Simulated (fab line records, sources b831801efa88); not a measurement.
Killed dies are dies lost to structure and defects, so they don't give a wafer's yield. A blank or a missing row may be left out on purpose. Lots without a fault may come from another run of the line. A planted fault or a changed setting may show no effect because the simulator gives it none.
Chamber matching | flow gf180mcu | GF_SAB_CVD_00 on pecvd-02: 3 sister chambers
The step deposits SiO2 from TEOS, target thk 50 nm, time 4.9302 s. 14 wafers are shown with their chamber, then 7 later ones without.

WAFERS WITH THEIR CHAMBER
wafer  | chamber | heater_power_outer_w (W) | heater_power_w (W)
L536.4 | 1       | 394                      | 664
L536.5 | 2       | 368                      | 595
L536.6 | 0       | 371                      | 702
L537.1 | 0       | 320                      | 588
L537.4 | 1       | 366                      | 640
L537.5 | 0       | 319                      | 615
L539.1 | 1       | 465                      | 728
L539.4 | 2       | 314                      | 516
L539.5 | 0       | 383                      | 666
L545.1 | 2       | 394                      | 634
L545.3 | 1       | 436                      | 712
L545.4 | 1       | 436                      | 713
L546.2 | 2       | 386                      | 626
L546.3 | 1       | 456                      | 730

SIGNATURES (means of the wafers above)
reading              | chamber 0 | chamber 1 | chamber 2 | scatter within a chamber
heater_power_outer_w | 348.25    | 425.50    | 365.50    | 36.3
heater_power_w       | 642.75    | 697.83    | 592.75    | 46.1
Rule: a wafer's distance from a chamber is the root of the sum, over the readings, of the square of ((its reading less the chamber's mean) divided by the reading's scatter). The wafer belongs to the nearest chamber; if the next one is less than 2 further off, it can't be placed. The scatter: the root of (the sum of the squares of (reading less its chamber's mean) over the shown wafers, divided by (wafers less chambers)).

WAFERS WITHOUT THEIR CHAMBER
wafer  | heater_power_outer_w (W) | heater_power_w (W)
L546.6 | 296                      | 492
L555.3 | 383                      | 676
L555.4 | 323                      | 533
L555.6 | 383                      | 684
L558.3 | 370                      | 672
L558.5 | 294                      | 498
L558.6 | 372                      | 674

WHICH CHAMBER EACH WENT THROUGH
wafer  | from the rows above          | in truth
L546.6 | can't be placed: 2 or 0      | 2
L555.3 | can't be placed: 0 or 1 or 2 | 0
L555.4 | can't be placed: 2 or 0      | 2
L555.6 | can't be placed: 1 or 0 or 2 | 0
L558.3 | can't be placed: 0 or 1 or 2 | 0
L558.5 | can't be placed: 2 or 0      | 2
L558.6 | can't be placed: 0 or 1 or 2 | 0
Placed correctly: 0 of 7. Can't be placed from these rows: 7 (the true chamber is among the candidates in 7). Placed wrongly: 0.
